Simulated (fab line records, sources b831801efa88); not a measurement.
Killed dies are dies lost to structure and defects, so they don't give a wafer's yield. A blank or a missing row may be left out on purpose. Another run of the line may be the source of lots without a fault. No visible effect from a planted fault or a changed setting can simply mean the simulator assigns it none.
Matching of chambers :: flow gf180mcu :: GF_V3_CMP_26 on cmp-01: 4 sister chambers
The step polishes, stops on SiO2, t overpolish 15 s, target thk 0 nm. 30 wafers are shown with their chamber, then 12 later ones without.

WAFERS, EACH WITH ITS CHAMBER
wafer: L074.2
chamber: 3
motor-current-A (A): 11.4
time-to-endpoint-s (s): 79
overpolish-run-s (s): 15.009

wafer: L074.5
chamber: 1
motor-current-A (A): 12.0
time-to-endpoint-s (s): 76
overpolish-run-s (s): 15.010

wafer: L074.6
chamber: 2
motor-current-A (A): 10.0
time-to-endpoint-s (s): 79
overpolish-run-s (s): 15.008

wafer: L075.2
chamber: 0
motor-current-A (A): 10.4
time-to-endpoint-s (s): 79
overpolish-run-s (s): 15.007

wafer: L075.3
chamber: 3
motor-current-A (A): 11.1
time-to-endpoint-s (s): 82
overpolish-run-s (s): 15.010

wafer: L075.4
chamber: 1
motor-current-A (A): 11.5
time-to-endpoint-s (s): 77
overpolish-run-s (s): 14.990

wafer: L080.2
chamber: 3
motor-current-A (A): 11.2
time-to-endpoint-s (s): 86
overpolish-run-s (s): 15.017

wafer: L080.3
chamber: 0
motor-current-A (A): 10.9
time-to-endpoint-s (s): 85
overpolish-run-s (s): 15.006

wafer: L080.4
chamber: 2
motor-current-A (A): 10.2
time-to-endpoint-s (s): 86
overpolish-run-s (s): 14.994

wafer: L081.2
chamber: 1
motor-current-A (A): 11.9
time-to-endpoint-s (s): 78
overpolish-run-s (s): 14.990

wafer: L081.4
chamber: 3
motor-current-A (A): 11.2
time-to-endpoint-s (s): 85
overpolish-run-s (s): 15.015

wafer: L081.6
chamber: 0
motor-current-A (A): 10.7
time-to-endpoint-s (s): 83
overpolish-run-s (s): 15.011

wafer: L083.1
chamber: 2
motor-current-A (A): 9.8
time-to-endpoint-s (s): 85
overpolish-run-s (s): 14.990

wafer: L083.2
chamber: 3
motor-current-A (A): 11.8
time-to-endpoint-s (s): 81
overpolish-run-s (s): 15.009

wafer: L083.6
chamber: 0
motor-current-A (A): 10.6
time-to-endpoint-s (s): 83
overpolish-run-s (s): 15.021

wafer: L085.2
chamber: 1
motor-current-A (A): 11.9
time-to-endpoint-s (s): 85
overpolish-run-s (s): 14.999

wafer: L085.3
chamber: 3
motor-current-A (A): 11.9
time-to-endpoint-s (s): 88
overpolish-run-s (s): 15.005

wafer: L085.6
chamber: 0
motor-current-A (A): 11.2
time-to-endpoint-s (s): 89
overpolish-run-s (s): 15.001

wafer: L087.2
chamber: 3
motor-current-A (A): 11.0
time-to-endpoint-s (s): 82
overpolish-run-s (s): 14.999

wafer: L087.5
chamber: 0
motor-current-A (A): 10.8
time-to-endpoint-s (s): 85
overpolish-run-s (s): 14.989

wafer: L087.6
chamber: 1
motor-current-A (A): 11.9
time-to-endpoint-s (s): 81
overpolish-run-s (s): 15.005

wafer: L088.1
chamber: 0
motor-current-A (A): 11.0
time-to-endpoint-s (s): 88
overpolish-run-s (s): 15.003

wafer: L088.3
chamber: 2
motor-current-A (A): 9.8
time-to-endpoint-s (s): 86
overpolish-run-s (s): 15.003

wafer: L088.5
chamber: 1
motor-current-A (A): 12.4
time-to-endpoint-s (s): 82
overpolish-run-s (s): 15.001

wafer: L089.2
chamber: 1
motor-current-A (A): 12.1
time-to-endpoint-s (s): 79
overpolish-run-s (s): 15.000

wafer: L089.4
chamber: 3
motor-current-A (A): 11.8
time-to-endpoint-s (s): 80
overpolish-run-s (s): 14.998

wafer: L089.6
chamber: 0
motor-current-A (A): 10.8
time-to-endpoint-s (s): 83
overpolish-run-s (s): 15.008

wafer: L091.1
chamber: 2
motor-current-A (A): 10.1
time-to-endpoint-s (s): 85
overpolish-run-s (s): 15.001

wafer: L091.4
chamber: 1
motor-current-A (A): 12.0
time-to-endpoint-s (s): 80
overpolish-run-s (s): 14.993

wafer: L091.5
chamber: 3
motor-current-A (A): 11.1
time-to-endpoint-s (s): 81
overpolish-run-s (s): 15.002

SIGNATURES (means of the wafers above)
reading: motor-current-A
chamber 0: 10.800
chamber 1: 11.963
chamber 2: 9.980
chamber 3: 11.389
scatter within a chamber: 0.276

reading: time-to-endpoint-s
chamber 0: 84.38
chamber 1: 79.75
chamber 2: 84.20
chamber 3: 82.67
scatter within a chamber: 3.01

reading: overpolish-run-s
chamber 0: 15.00575
chamber 1: 14.99850
chamber 2: 14.99920
chamber 3: 15.00711
scatter within a chamber: 0.00759
Rule: a wafer lies at a distance from a chamber equal to the root of the sum of squares, over the readings, of (its reading less the chamber's mean, divided by the reading's scatter). The wafer belongs to the nearest chamber; if the next one is less than 2 further off, it can't be placed. The scatter: the root of (the sum of the squares of (reading less its chamber's mean) over the shown wafers, divided by (wafers less chambers)).

WAFERS WITH NO CHAMBER GIVEN
wafer: L092.2
motor-current-A (A): 11.6
time-to-endpoint-s (s): 85
overpolish-run-s (s): 15.011

wafer: L092.3
motor-current-A (A): 12.0
time-to-endpoint-s (s): 86
overpolish-run-s (s): 15.005

wafer: L092.4
motor-current-A (A): 10.0
time-to-endpoint-s (s): 84
overpolish-run-s (s): 15.003

wafer: L093.1
motor-current-A (A): 11.3
time-to-endpoint-s (s): 82
overpolish-run-s (s): 14.988

wafer: L093.2
motor-current-A (A): 9.6
time-to-endpoint-s (s): 87
overpolish-run-s (s): 15.002

wafer: L093.6
motor-current-A (A): 10.2
time-to-endpoint-s (s): 83
overpolish-run-s (s): 14.997

wafer: L094.2
motor-current-A (A): 12.7
time-to-endpoint-s (s): 81
overpolish-run-s (s): 15.004

wafer: L094.4
motor-current-A (A): 10.4
time-to-endpoint-s (s): 86
overpolish-run-s (s): 15.008

wafer: L094.5
motor-current-A (A): 11.8
time-to-endpoint-s (s): 84
overpolish-run-s (s): 14.998

wafer: L096.1
motor-current-A (A): 11.4
time-to-endpoint-s (s): 85
overpolish-run-s (s): 15.008

wafer: L096.3
motor-current-A (A): 9.9
time-to-endpoint-s (s): 85
overpolish-run-s (s): 15.001

wafer: L096.4
motor-current-A (A): 12.0
time-to-endpoint-s (s): 82
overpolish-run-s (s): 14.985

CHAMBER TAKEN BY EACH
wafer: L092.2
from the rows above: can't be placed: 3 or 1 or 0
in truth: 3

wafer: L092.3
from the rows above: can't be placed: 1 or 3
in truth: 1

wafer: L092.4
from the rows above: 2
in truth: 2

wafer: L093.1
from the rows above: can't be placed: 3 or 1 or 0
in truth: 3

wafer: L093.2
from the rows above: 2
in truth: 2

wafer: L093.6
from the rows above: can't be placed: 2 or 0
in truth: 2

wafer: L094.2
from the rows above: 1
in truth: 1

wafer: L094.4
from the rows above: can't be placed: 0 or 2
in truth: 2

wafer: L094.5
from the rows above: can't be placed: 1 or 3
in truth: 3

wafer: L096.1
from the rows above: can't be placed: 3 or 0
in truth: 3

wafer: L096.3
from the rows above: 2
in truth: 2

wafer: L096.4
from the rows above: can't be placed: 1 or 3
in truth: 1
Correctly placed: 4 of 12. These rows do not allow placing 8 (true chamber among the candidates in 8). 0 placed wrongly.
